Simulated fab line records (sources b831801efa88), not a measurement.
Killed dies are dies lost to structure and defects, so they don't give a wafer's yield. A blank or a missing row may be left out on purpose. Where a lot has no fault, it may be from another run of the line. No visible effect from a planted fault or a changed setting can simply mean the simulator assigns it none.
Chamber matching	flow gf180mcu	GF_V4_CVD_02 on pecvd-04 has 3 sister chambers
The step deposits SiO2 from TEOS, target thk 850 nm, time 94.851 s. 3 wafers are shown with their chamber, then 7 later ones without.

## WAFERS PAIRED WITH THEIR CHAMBERS
wafer	chamber	heater-power-w (W)
L640.6	1	705
L648.2	2	694
L648.3	0	584

## WAFERS WHOSE CHAMBER IS MISSING
wafer	heater-power-w (W)
L648.5	621
L655.4	720
L655.5	674
L655.6	583
L656.2	702
L656.3	648
L656.6	661

## CHAMBER TAKEN BY EACH
wafer	from the rows above	in truth
L648.5	can't be placed: 0 or 2 or 1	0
L655.4	can't be placed: 1 or 2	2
L655.5	can't be placed: 2 or 1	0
L655.6	0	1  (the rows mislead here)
L656.2	can't be placed: 1 or 2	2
L656.3	can't be placed: 2 or 1 or 0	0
L656.6	can't be placed: 2 or 1 or 0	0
0 of 7 placed correctly. Can't be placed from these rows: 6 (the true chamber is among the candidates in 5). Wrongly placed: 1.
How it was worked out, from the rows above alone: a wafer's distance from a chamber is the root of the sum, over the readings, of the square of ((its reading less the chamber's mean) divided by the reading's scatter). The wafer belongs to the nearest chamber; if the next one is less than 2 further off, it can't be placed. Each chamber's mean is taken over the wafers shown for it. The scatter (one wafer shown for each chamber): square how far every hidden wafer sits from the nearest shown wafer, average those squares and take the square root.
